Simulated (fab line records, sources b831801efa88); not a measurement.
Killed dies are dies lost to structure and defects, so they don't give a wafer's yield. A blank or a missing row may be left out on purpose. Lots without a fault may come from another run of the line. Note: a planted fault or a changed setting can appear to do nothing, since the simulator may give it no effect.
A struck lot beside a sound one | flow sky130 | 18 out of 708 route steps
Sound: these wafers, L144.1, L144.3, L144.4. Wafers struck: L147.1, L147.4, L147.5. Last of all comes the cause.
Order at every step that has rows: each side's tool, ch and its chambers, its first start. Under that, the readings that differ: sound wafers | struck wafers | difference of the means | sigmas: that difference in standard deviations of wafers without a fault.
alike: readings with means less than 2 such deviations apart, plus words and numbers identical on both sides. not compared: withheld readings, readings lacking a value on some wafer, bounds such as >300 that could conceal the same value, and numbers that have no deviation in the record and whose values overlap.
A row with sigmas, a row that says differs or no value, or rows on one side alone: a step with any of these is where the two part. When numbers do not overlap yet have no deviation, they are printed without sigmas and do not part them. A reading that every wafer of one side lacks parts them only if that side has two wafers or more.

first, 4 steps without rows for these wafers: SKY_LDD_HVP_SOFTBAKE_03 (time 60 s); SKY_LDD_HVP_EXPOSE_04 (exposes mask HVPTM, target cd 700 nm); SKY_LDD_HVP_PEB_05; SKY_LDD_HVP_DEVELOP_06 (develop time 60 s).
SKY_LDD_HVP_OVL_MEAS_07:
  struck on overlay-02, day 23 01:34; sound on overlay-01, day 21 23:03
  alike: LDD_HVP_OVL
next, for these wafers, 1 step has no rows: SKY_LDD_HVP_IMPLANT_08.
SKY_LDD_HVP_STRIP_09: strips in O2/N2.
  sound on plasma-asher-04 ch 0,1, day 21 23:14; struck on plasma-asher-01 ch 0,1, day 23 01:45
  alike: drypump-motor-current-A, oes-product-au, strip-time-to-endpoint-s
  not compared: rf-hours-counter-h
SKY_LDD_HVP_TW_MEAS_10:
  struck on film-metro-04, day 23 01:51; sound on film-metro-04, day 21 23:20
  alike: LDD_HVP_TW
then, 4 steps without rows for these wafers: SKY_LDD_LDN_DEHYDRATE_00 (time 60 s); SKY_LDD_LDN_HMDS_01 (prime time 60 s); SKY_LDD_LDN_COAT_02 (resist thk 1140 nm); SKY_LDD_LDN_SOFTBAKE_03 (time 60 s).
SKY_LDD_LDN_EXPOSE_04: exposes mask LDNTM, target cd 700 nm.
  sound on iline-stepper-02 ch 0, day 22 15:02; struck on iline-stepper-02 ch 0, day 23 16:58
  reading                         | sound                | struck               | difference | sigmas
  model.LDD_LDN.overlay-x-nm (nm) | 0.7457 0.7457 0.7457 | -54.11 -54.11 -54.11 | -54.86     |
  alike: mask, stage-vel-mm-s
then, 2 steps without rows for these wafers: SKY_LDD_LDN_PEB_05; SKY_LDD_LDN_DEVELOP_06 (develop time 60 s).
SKY_LDD_LDN_OVL_MEAS_07:
  struck on overlay-01, day 24 08:18; sound on overlay-01, day 23 06:12
  reading          | sound       | struck            | difference | sigmas
  LDD_LDN_OVL (nm) | 2.1 2.5 1.2 | -50.9 -52.8 -52.9 | -54.1      | -49
next, for these wafers, 1 step has no rows: SKY_LDD_LDN_IMPLANT_08.
-- record jumps: 23 days separate the struck wafers' starts on either side; left off in module LDD_LDN, taken up again in module PAD_OPEN, whose first shown step is the route's number 708 --
SKY_PAD_OPEN_PROBE_99:
  rows exist in the record for the struck wafers here (prober-01, day 46 21:44), but not for the sound ones

## WHERE THEY PART
First at SKY_LDD_LDN_OVL_MEAS_07; last, within this record, at SKY_PAD_OPEN_PROBE_99.

WHY: the cause the simulator had injected
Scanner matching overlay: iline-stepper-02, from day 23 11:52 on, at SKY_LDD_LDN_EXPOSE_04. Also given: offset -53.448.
